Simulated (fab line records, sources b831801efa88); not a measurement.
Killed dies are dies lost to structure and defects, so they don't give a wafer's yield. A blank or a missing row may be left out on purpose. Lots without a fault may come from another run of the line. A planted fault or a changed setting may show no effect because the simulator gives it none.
Tool commonality check | flow gf180mcu | 13 lots, 45 wafers sampled

WHY IT WAS OPENED
At GF_V3_RS_MEAS_24 the reading V3_W_RS is flagged on 2 of 13 lots. Wafers without a fault read 0.326 ohm/sq, standard deviation 0.0042.
Rule: a lot is flagged when every wafer of it that has a number lies more than 4 standard deviations from that mean, or none has a number. The other lots count as sound.

lot  | measured     | on            | V3_W_RS (ohm/sq), wafer by wafer    | flag
L767 | day 23 04:09 | film_metro-02 | 0.326 0.317 0.326                   |
L768 | day 23 20:52 | film_metro-01 | 0.326 0.328 0.335                   |
L770 | day 24 10:52 | film_metro-02 | 0.323 0.331 0.324                   |
L771 | day 24 14:44 | film_metro-01 | 0.328 0.334 0.329                   |
L772 | day 25 07:42 | film_metro-04 | 0.331 0.335 0.333                   |
L773 | day 25 14:38 | film_metro-04 | 0.326 0.323 0.332                   |
L774 | day 25 22:18 | film_metro-04 | 0.334 0.324 0.327                   |
L780 | day 27 13:37 | film_metro-04 | 0.167 0.169 0.170 0.167 0.169 0.169 | FLAGGED
L781 | day 28 00:48 | film_metro-04 | 0.168 0.170 0.168 0.168 0.170 0.167 | FLAGGED
L784 | day 28 22:22 | film_metro-02 | 0.326 0.330 0.328                   |
L785 | day 29 01:02 | film_metro-04 | 0.328 0.325 0.327                   |
L786 | day 29 12:14 | film_metro-04 | 0.326 0.330 0.324                   |
L789 | day 30 11:34 | film_metro-02 | 0.324 0.325 0.328                   |
The numbers of the flagged lots are 0.169 ohm/sq on average: -0.158 ohm/sq against the usual, or -38 standard deviations.

WHICH TOOL RAN EACH LOT
The record holds 2 process steps before the reading, out of a route of 602 steps. In each cell: the tool, then ch and the chambers that the sampled wafers went through, then the start.
lot  | flag    | GF_M3_SPUTTER_04             | GF_V3_CVD_23
L767 |         | pvd_sputter-02, day 21 02:41 | cvd_w-01 ch 0,1, day 23 04:02
L768 |         | pvd_sputter-01, day 21 20:12 | cvd_w-02 ch 0,1, day 23 20:46
L770 |         | pvd_sputter-04, day 22 10:22 | cvd_w-01 ch 0, day 24 10:41
L771 |         | pvd_sputter-02, day 22 13:47 | cvd_w-02 ch 0,1, day 24 14:36
L772 |         | pvd_sputter-01, day 23 07:57 | cvd_w-02 ch 0, day 25 07:34
L773 |         | pvd_sputter-01, day 23 15:04 | cvd_w-01 ch 0,1, day 25 14:31
L774 |         | pvd_sputter-02, day 23 22:59 | cvd_w-02 ch 0,1, day 25 22:11
L780 | FLAGGED | pvd_sputter-04, day 25 15:37 | cvd_w-02 ch 0,1, day 27 13:30
L781 | FLAGGED | pvd_sputter-02, day 26 03:38 | cvd_w-02 ch 0,1, day 28 00:40
L784 |         | pvd_sputter-02, day 27 01:35 | cvd_w-01 ch 0,1, day 28 22:16
L785 |         | pvd_sputter-04, day 27 05:08 | cvd_w-01 ch 1, day 29 00:49
L786 |         | pvd_sputter-02, day 27 16:17 | cvd_w-01 ch 0,1, day 29 12:07
L789 |         | pvd_sputter-02, day 28 18:59 | cvd_w-01 ch 0,1, day 30 11:26
What these steps do:
- GF_M3_SPUTTER_04: material TiN, target thk 50 nm, time 41.7 s.
- GF_V3_CVD_23: deposits W, target thk 350 nm, time 104.9 s.
- GF_V3_RS_MEAS_24: measures by four-point-probe.

FLAGGED OVER TOTAL, TOOL BY TOOL (the gauges that took the reading come last)
step             | tool           | lots run | flagged | share of the flagged lots | sound lots run after its first flagged lot
GF_M3_SPUTTER_04 | pvd_sputter-01 | 3        | 0       | none                      | -
GF_M3_SPUTTER_04 | pvd_sputter-02 | 7        | 1       | some                      | 3 (L784,L786,L789)
GF_M3_SPUTTER_04 | pvd_sputter-04 | 3        | 1       | some                      | 1 (L785)
GF_V3_CVD_23     | cvd_w-01       | 7        | 0       | none                      | -
GF_V3_CVD_23     | cvd_w-02       | 6        | 2       | all                       | 0
GF_V3_RS_MEAS_24 | film_metro-01  | 2        | 0       | none                      | -
GF_V3_RS_MEAS_24 | film_metro-02  | 4        | 0       | none                      | -
GF_V3_RS_MEAS_24 | film_metro-04  | 7        | 2       | all                       | 2 (L785,L786)

WHAT THE TABLE ALLOWS
2 rows of the table ran every flagged lot: cvd_w-02 at GF_V3_CVD_23, film_metro-04 at GF_V3_RS_MEAS_24.
- cvd_w-02 at GF_V3_CVD_23: 2 of its 6 lots flagged. Its last sound lot is L774 (day 25 22:11), its first flagged lot L780 (day 27 13:30): a fault that began between those two fits.
- film_metro-04 at GF_V3_RS_MEAS_24: 2 of its 7 lots flagged. Sound lots ran on it after the first flagged one (L785, L786), which a lasting fault on the whole tool wouldn't allow.
One tool is left: cvd_w-02 at GF_V3_CVD_23.

WHAT THE SIMULATOR HAD PUT IN
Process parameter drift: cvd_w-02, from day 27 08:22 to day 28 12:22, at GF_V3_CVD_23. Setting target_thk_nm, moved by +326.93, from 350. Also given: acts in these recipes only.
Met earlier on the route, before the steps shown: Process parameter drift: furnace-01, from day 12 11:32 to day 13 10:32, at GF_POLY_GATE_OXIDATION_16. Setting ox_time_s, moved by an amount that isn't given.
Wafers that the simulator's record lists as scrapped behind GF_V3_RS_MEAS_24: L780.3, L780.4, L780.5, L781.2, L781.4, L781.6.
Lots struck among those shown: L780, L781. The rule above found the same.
